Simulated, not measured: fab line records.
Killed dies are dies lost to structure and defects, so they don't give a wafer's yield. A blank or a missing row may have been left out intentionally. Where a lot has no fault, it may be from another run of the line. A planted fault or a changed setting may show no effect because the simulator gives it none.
Which tool was responsible? / flow gf180mcu / 24 lots, 72 wafers sampled, at 5 steps of a route of 602

WHAT EACH GAUGE READ, for each wafer
GF_STI_THK_MEAS_30. Usual: for STI_OXIDATION_02_THK the level is 9.99 nm and the standard deviation is 0.2.
lot=L074; measured=day 2 06:29; on=filmMetro-04; STI_OXIDATION_02_THK (nm)=10.19 10.00 10.15; flag=
lot=L075; measured=day 2 10:36; on=filmMetro-04; STI_OXIDATION_02_THK (nm)=9.81 9.80 9.86; flag=
lot=L076; measured=day 2 16:32; on=filmMetro-01; STI_OXIDATION_02_THK (nm)=10.38 10.32 10.48; flag=
lot=L077; measured=day 3 02:02; on=filmMetro-01; STI_OXIDATION_02_THK (nm)=10.07 9.86 10.03; flag=
lot=L079; measured=day 3 09:44; on=filmMetro-02; STI_OXIDATION_02_THK (nm)=10.10 10.13 10.21; flag=
lot=L078; measured=day 3 09:45; on=filmMetro-04; STI_OXIDATION_02_THK (nm)=9.80 10.07 10.04; flag=
lot=L080; measured=day 3 14:05; on=filmMetro-04; STI_OXIDATION_02_THK (nm)=10.06 10.23 10.16; flag=
lot=L081; measured=day 3 22:38; on=filmMetro-01; STI_OXIDATION_02_THK (nm)=10.24 10.34 10.45; flag=
lot=L082; measured=day 4 03:08; on=filmMetro-01; STI_OXIDATION_02_THK (nm)=9.57 9.38 9.52; flag=
lot=L083; measured=day 4 07:46; on=filmMetro-02; STI_OXIDATION_02_THK (nm)=10.19 10.36 10.05; flag=
lot=L084; measured=day 4 10:35; on=filmMetro-01; STI_OXIDATION_02_THK (nm)=9.95 9.75 9.96; flag=
lot=L085; measured=day 4 13:43; on=filmMetro-01; STI_OXIDATION_02_THK (nm)=9.88 9.94 10.07; flag=
lot=L086; measured=day 4 21:20; on=filmMetro-04; STI_OXIDATION_02_THK (nm)=9.90 9.94 9.91; flag=
lot=L087; measured=day 5 01:55; on=filmMetro-01; STI_OXIDATION_02_THK (nm)=9.96 9.94 9.88; flag=
lot=L088; measured=day 5 06:56; on=filmMetro-02; STI_OXIDATION_02_THK (nm)=9.80 9.64 9.84; flag=
lot=L089; measured=day 5 10:53; on=filmMetro-02; STI_OXIDATION_02_THK (nm)=10.19 10.04 10.16; flag=
lot=L090; measured=day 5 18:12; on=filmMetro-02; STI_OXIDATION_02_THK (nm)=9.95 9.90 9.93; flag=
lot=L091; measured=day 5 22:23; on=filmMetro-04; STI_OXIDATION_02_THK (nm)=10.22 10.05 10.12; flag=
lot=L092; measured=day 6 02:59; on=filmMetro-04; STI_OXIDATION_02_THK (nm)=9.80 9.86 9.98; flag=
lot=L093; measured=day 6 09:34; on=filmMetro-01; STI_OXIDATION_02_THK (nm)=10.12 10.16 10.20; flag=
lot=L094; measured=day 6 14:47; on=filmMetro-04; STI_OXIDATION_02_THK (nm)=9.99 10.18 10.05; flag=
lot=L095; measured=day 6 18:53; on=filmMetro-01; STI_OXIDATION_02_THK (nm)=10.18 9.93 9.82; flag=
lot=L096; measured=day 6 23:06; on=filmMetro-02; STI_OXIDATION_02_THK (nm)=9.85 9.87 9.76; flag=
lot=L097; measured=day 7 07:41; on=filmMetro-02; STI_OXIDATION_02_THK (nm)=9.90 9.94 9.96; flag=

GF_CONTACT_CD_MEAS_14 targets a cd of 220 nm. Usual: cdNm reads 219.6 nm (standard deviation 1.6).
lot=L074; measured=day 16 04:11; on=cdSem-02; cdNm (nm)=217.5 220.6 218.9; flag=
lot=L075; measured=day 16 09:47; on=cdSem-02; cdNm (nm)=218.4 218.8 220.1; flag=
lot=L076; measured=day 16 18:14; on=cdSem-02; cdNm (nm)=218.8 219.2 218.7; flag=
lot=L077; measured=day 17 14:05; on=cdSem-01; cdNm (nm)=218.3 218.5 218.5; flag=
lot=L079; measured=day 18 02:44; on=cdSem-02; cdNm (nm)=221.7 220.9 221.3; flag=
lot=L078; measured=day 18 00:27; on=cdSem-02; cdNm (nm)=219.1 217.0 218.2; flag=
lot=L080; measured=day 18 07:49; on=cdSem-02; cdNm (nm)=217.5 219.4 218.1; flag=
lot=L081; measured=day 18 22:40; on=cdSem-01; cdNm (nm)=218.2 217.9 217.4; flag=
lot=L082; measured=day 19 08:46; on=cdSem-01; cdNm (nm)=219.2 219.8 218.7; flag=
lot=L083; measured=day 19 18:16; on=cdSem-02; cdNm (nm)=219.9 220.4 221.2; flag=
lot=L084; measured=day 19 21:50; on=cdSem-01; cdNm (nm)=219.3 219.7 218.1; flag=
lot=L085; measured=day 20 02:49; on=cdSem-02; cdNm (nm)=221.8 221.1 222.8; flag=
lot=L086; measured=day 20 15:56; on=cdSem-02; cdNm (nm)=219.2 218.0 218.5; flag=
lot=L087; measured=day 21 00:52; on=cdSem-01; cdNm (nm)=217.5 216.8 217.7; flag=
lot=L088; measured=day 21 10:37; on=cdSem-01; cdNm (nm)=218.2 218.8 220.0; flag=
lot=L089; measured=day 21 18:28; on=cdSem-01; cdNm (nm)=218.6 218.4 220.1; flag=
lot=L090; measured=day 22 02:10; on=cdSem-01; cdNm (nm)=220.8 220.0 220.5; flag=
lot=L091; measured=day 22 08:39; on=cdSem-02; cdNm (nm)=221.6 221.4 220.8; flag=
lot=L092; measured=day 22 16:24; on=cdSem-01; cdNm (nm)=219.2 221.0 220.1; flag=
lot=L093; measured=day 23 01:46; on=cdSem-01; cdNm (nm)=223.6 224.3 224.6; flag=
lot=L094; measured=day 23 07:43; on=cdSem-01; cdNm (nm)=220.1 218.8 220.4; flag=
lot=L095; measured=day 23 18:12; on=cdSem-02; cdNm (nm)=217.7 219.9 218.2; flag=
lot=L096; measured=day 23 21:47; on=cdSem-01; cdNm (nm)=218.6 218.7 218.5; flag=
lot=L097; measured=day 24 08:11; on=cdSem-01; cdNm (nm)=220.3 219.6 219.0; flag=

GF_CONTACT_THK_MEAS_26: measures by xrf. Usual: for CONTACT_W_THK the level is 298 nm and the standard deviation is 5.8.
lot=L074; measured=day 16 05:08; on=filmMetro-02; CONTACT_W_THK (nm)=290 289 285; flag=
lot=L075; measured=day 16 10:43; on=filmMetro-01; CONTACT_W_THK (nm)=302 301 299; flag=
lot=L076; measured=day 16 19:10; on=filmMetro-02; CONTACT_W_THK (nm)=286 287 294; flag=
lot=L077; measured=day 17 15:01; on=filmMetro-02; CONTACT_W_THK (nm)=296 301 301; flag=
lot=L079; measured=day 18 03:41; on=filmMetro-03; CONTACT_W_THK (nm)=297 296 296; flag=
lot=L078; measured=day 18 01:23; on=filmMetro-03; CONTACT_W_THK (nm)=302 308 299; flag=
lot=L080; measured=day 18 08:45; on=filmMetro-01; CONTACT_W_THK (nm)=309 304 310; flag=
lot=L081; measured=day 18 23:37; on=filmMetro-02; CONTACT_W_THK (nm)=297 285 288; flag=
lot=L082; measured=day 19 09:43; on=filmMetro-01; CONTACT_W_THK (nm)=302 297 300; flag=
lot=L083; measured=day 19 19:11; on=filmMetro-01; CONTACT_W_THK (nm)=303 303 297; flag=
lot=L084; measured=day 19 22:46; on=filmMetro-02; CONTACT_W_THK (nm)=297 290 290; flag=
lot=L085; measured=day 20 03:45; on=filmMetro-03; CONTACT_W_THK (nm)=304 292 298; flag=
lot=L086; measured=day 20 16:52; on=filmMetro-02; CONTACT_W_THK (nm)=288 289 287; flag=
lot=L087; measured=day 21 01:48; on=filmMetro-03; CONTACT_W_THK (nm)=298 307 301; flag=
lot=L088; measured=day 21 11:33; on=filmMetro-01; CONTACT_W_THK (nm)=302 300 303; flag=
lot=L089; measured=day 21 19:23; on=filmMetro-02; CONTACT_W_THK (nm)=297 295 297; flag=
lot=L090; measured=day 22 03:06; on=filmMetro-03; CONTACT_W_THK (nm)=294 300 299; flag=
lot=L091; measured=day 22 09:35; on=filmMetro-03; CONTACT_W_THK (nm)=301 297 302; flag=
lot=L092; measured=day 22 17:20; on=filmMetro-01; CONTACT_W_THK (nm)=303 300 312; flag=
lot=L093; measured=day 23 02:42; on=filmMetro-03; CONTACT_W_THK (nm)=291 302 293; flag=
lot=L094; measured=day 23 08:39; on=filmMetro-03; CONTACT_W_THK (nm)=297 297 303; flag=
lot=L095; measured=day 23 19:08; on=filmMetro-01; CONTACT_W_THK (nm)=305 302 301; flag=
lot=L096; measured=day 23 22:43; on=filmMetro-02; CONTACT_W_THK (nm)=297 291 291; flag=
lot=L097; measured=day 24 09:08; on=filmMetro-02; CONTACT_W_THK (nm)=293 289 293; flag=

GF_V1_THK_MEAS_25: measures by xrf. Usual: for V1_W_THK the level is 342 nm and the standard deviation is 7.
lot=L074; measured=day 18 05:45; on=filmMetro-04; V1_W_THK (nm)=337 338 333; flag=
lot=L075; measured=day 18 12:14; on=filmMetro-02; V1_W_THK (nm)=331 332 339; flag=
lot=L076; measured=day 18 20:43; on=filmMetro-01; V1_W_THK (nm)=350 347 346; flag=
lot=L077; measured=day 19 17:06; on=filmMetro-02; V1_W_THK (nm)=337 336 335; flag=
lot=L079; measured=day 20 08:11; on=filmMetro-04; V1_W_THK (nm)=341 343 339; flag=
lot=L078; measured=day 20 04:31; on=filmMetro-04; V1_W_THK (nm)=338 340 339; flag=
lot=L080; measured=day 20 12:55; on=filmMetro-04; V1_W_THK (nm)=330 334 332; flag=
lot=L081; measured=day 21 02:58; on=filmMetro-04; V1_W_THK (nm)=340 338 339; flag=
lot=L082; measured=day 21 13:46; on=filmMetro-04; V1_W_THK (nm)=352 350 340; flag=
lot=L083; measured=day 21 22:10; on=filmMetro-02; V1_W_THK (nm)=338 341 337; flag=
lot=L084; measured=day 22 02:43; on=filmMetro-01; V1_W_THK (nm)=347 354 357; flag=
lot=L085; measured=day 22 06:47; on=filmMetro-01; V1_W_THK (nm)=347 341 340; flag=
lot=L086; measured=day 22 20:03; on=filmMetro-04; V1_W_THK (nm)=341 336 338; flag=
lot=L087; measured=day 23 04:18; on=filmMetro-02; V1_W_THK (nm)=341 339 339; flag=
lot=L088; measured=day 23 13:28; on=filmMetro-04; V1_W_THK (nm)=345 349 348; flag=
lot=L089; measured=day 23 20:27; on=filmMetro-04; V1_W_THK (nm)=342 336 341; flag=
lot=L090; measured=day 24 03:07; on=filmMetro-02; V1_W_THK (nm)=339 341 346; flag=
lot=L091; measured=day 24 09:01; on=filmMetro-01; V1_W_THK (nm)=346 345 348; flag=
lot=L092; measured=day 25 01:44; on=filmMetro-01; V1_W_THK (nm)=355 355 348; flag=
lot=L093; measured=day 25 04:10; on=filmMetro-02; V1_W_THK (nm)=341 336 341; flag=
lot=L094; measured=day 25 07:16; on=filmMetro-02; V1_W_THK (nm)=336 334 332; flag=
lot=L095; measured=day 25 16:34; on=filmMetro-01; V1_W_THK (nm)=354 358 352; flag=
lot=L096; measured=day 25 20:38; on=filmMetro-04; V1_W_THK (nm)=335 340 339; flag=
lot=L097; measured=day 26 07:30; on=filmMetro-02; V1_W_THK (nm)=352 347 349; flag=

EACH LOT AND THE TOOL THAT RAN IT (in order: tool; ch and the chambers of the sampled wafers; start)
lot=L074; GF_V1_ETCH_16=rieDiel-01 ch 0,1,2, day 18 04:43
lot=L075; GF_V1_ETCH_16=rieDiel-04 ch 0,1,2, day 18 11:13
lot=L076; GF_V1_ETCH_16=rieDiel-01 ch 0,3, day 18 19:39
lot=L077; GF_V1_ETCH_16=rieDiel-01 ch 0,3, day 19 16:04
lot=L079; GF_V1_ETCH_16=rieDiel-04 ch 1,2, day 20 07:04
lot=L078; GF_V1_ETCH_16=rieDiel-04 ch 0,2, day 20 03:10
lot=L080; GF_V1_ETCH_16=rieDiel-01 ch 0,1, day 20 11:55
lot=L081; GF_V1_ETCH_16=rieDiel-03 ch 0,1,2, day 21 01:57
lot=L082; GF_V1_ETCH_16=rieDiel-01 ch 0,2,3, day 21 12:43
lot=L083; GF_V1_ETCH_16=rieDiel-03 ch 0,1,2, day 21 21:09
lot=L084; GF_V1_ETCH_16=rieDiel-01 ch 0,1, day 22 01:40
lot=L085; GF_V1_ETCH_16=rieDiel-03 ch 0,2,3, day 22 05:46
lot=L086; GF_V1_ETCH_16=rieDiel-01 ch 0,1,3, day 22 19:03
lot=L087; GF_V1_ETCH_16=rieDiel-01 ch 0,3, day 23 02:58
lot=L088; GF_V1_ETCH_16=rieDiel-04 ch 0,3, day 23 12:27
lot=L089; GF_V1_ETCH_16=rieDiel-03 ch 2,3, day 23 19:25
lot=L090; GF_V1_ETCH_16=rieDiel-01 ch 1,2,3, day 24 02:07
lot=L091; GF_V1_ETCH_16=rieDiel-03 ch 0,3, day 24 08:00
lot=L092; GF_V1_ETCH_16=rieDiel-03 ch 0,1,3, day 25 00:39
lot=L093; GF_V1_ETCH_16=rieDiel-01 ch 0,1,2, day 25 02:49
lot=L094; GF_V1_ETCH_16=rieDiel-03 ch 0,1,2, day 25 06:16
lot=L095; GF_V1_ETCH_16=rieDiel-03 ch 0,3, day 25 15:34
lot=L096; GF_V1_ETCH_16=rieDiel-01 ch 1,2,3, day 25 19:37
lot=L097; GF_V1_ETCH_16=rieDiel-03 ch 0,1, day 26 06:28
- GF_V1_ETCH_16: etches BARC in N2/H2.

AS READ BY THE TOOLS THEMSELVES (means over the sampled wafers that have a number; for cases with no such wafer, the mark the record gives instead)
GF_V1_ETCH_16. Usual: drypumpMotorCurrentA 5.7 A, standard deviation 0.59; oesProductAu 0.855 a.u., standard deviation 0.0053; throttleValvePct 13.226 %, standard deviation 0.009.
lot=L074; tool=rieDiel-01; drypumpMotorCurrentA (A)=6.0; oesProductAu (a.u.)=0.854; throttleValvePct (%)=13.228; flag=
lot=L075; tool=rieDiel-04; drypumpMotorCurrentA (A)=5.9; oesProductAu (a.u.)=0.851; throttleValvePct (%)=13.230; flag=
lot=L076; tool=rieDiel-01; drypumpMotorCurrentA (A)=5.1; oesProductAu (a.u.)=0.851; throttleValvePct (%)=13.222; flag=
lot=L077; tool=rieDiel-01; drypumpMotorCurrentA (A)=5.1; oesProductAu (a.u.)=0.848; throttleValvePct (%)=13.226; flag=
lot=L079; tool=rieDiel-04; drypumpMotorCurrentA (A)=5.4; oesProductAu (a.u.)=0.855; throttleValvePct (%)=13.220; flag=
lot=L078; tool=rieDiel-04; drypumpMotorCurrentA (A)=6.2; oesProductAu (a.u.)=0.857; throttleValvePct (%)=13.224; flag=
lot=L080; tool=rieDiel-01; drypumpMotorCurrentA (A)=6.2; oesProductAu (a.u.)=0.850; throttleValvePct (%)=13.232; flag=
lot=L081; tool=rieDiel-03; drypumpMotorCurrentA (A)=5.9; oesProductAu (a.u.)=0.859; throttleValvePct (%)=13.212; flag=
lot=L082; tool=rieDiel-01; drypumpMotorCurrentA (A)=5.4; oesProductAu (a.u.)=0.859; throttleValvePct (%)=13.232; flag=
lot=L083; tool=rieDiel-03; drypumpMotorCurrentA (A)=5.9; oesProductAu (a.u.)=0.855; throttleValvePct (%)=13.232; flag=
lot=L084; tool=rieDiel-01; drypumpMotorCurrentA (A)=6.1; oesProductAu (a.u.)=0.854; throttleValvePct (%)=13.226; flag=
lot=L085; tool=rieDiel-03; drypumpMotorCurrentA (A)=5.5; oesProductAu (a.u.)=0.859; throttleValvePct (%)=13.223; flag=
lot=L086; tool=rieDiel-01; drypumpMotorCurrentA (A)=5.7; oesProductAu (a.u.)=0.856; throttleValvePct (%)=13.221; flag=
lot=L087; tool=rieDiel-01; drypumpMotorCurrentA (A)=5.6; oesProductAu (a.u.)=0.855; throttleValvePct (%)=13.225; flag=
lot=L088; tool=rieDiel-04; drypumpMotorCurrentA (A)=6.4; oesProductAu (a.u.)=0.856; throttleValvePct (%)=13.219; flag=
lot=L089; tool=rieDiel-03; drypumpMotorCurrentA (A)=5.9; oesProductAu (a.u.)=0.862; throttleValvePct (%)=13.226; flag=
lot=L090; tool=rieDiel-01; drypumpMotorCurrentA (A)=5.6; oesProductAu (a.u.)=0.860; throttleValvePct (%)=13.219; flag=
lot=L091; tool=rieDiel-03; drypumpMotorCurrentA (A)=5.1; oesProductAu (a.u.)=0.855; throttleValvePct (%)=13.225; flag=
lot=L092; tool=rieDiel-03; drypumpMotorCurrentA (A)=5.4; oesProductAu (a.u.)=0.852; throttleValvePct (%)=13.226; flag=
lot=L093; tool=rieDiel-01; drypumpMotorCurrentA (A)=6.0; oesProductAu (a.u.)=0.856; throttleValvePct (%)=13.227; flag=
lot=L094; tool=rieDiel-03; drypumpMotorCurrentA (A)=5.9; oesProductAu (a.u.)=0.854; throttleValvePct (%)=13.231; flag=
lot=L095; tool=rieDiel-03; drypumpMotorCurrentA (A)=5.1; oesProductAu (a.u.)=0.857; throttleValvePct (%)=13.233; flag=
lot=L096; tool=rieDiel-01; drypumpMotorCurrentA (A)=5.6; oesProductAu (a.u.)=0.854; throttleValvePct (%)=13.220; flag=
lot=L097; tool=rieDiel-03; drypumpMotorCurrentA (A)=5.4; oesProductAu (a.u.)=0.852; throttleValvePct (%)=13.231; flag=

THE ANSWER, worked out from the rows above alone
Rule: take the mean of a lot's wafers that have a number; if it is more than 3 standard deviations from the usual mean, the lot is off. Also off: a lot with no number at a reading for which 4 or more lots have one. The other lots that the step has rows for count as sound. After the gauges, taken in route order, come the tools' own readings; for these a lot's mean is taken, as printed above. At the first step where some lot is off, the reading lying furthest off is the one used; lots without a number count as furthest.
No lot is off on any of the readings shown, so nothing can be concluded from this.

WHAT THE SIMULATOR HAD PUT IN
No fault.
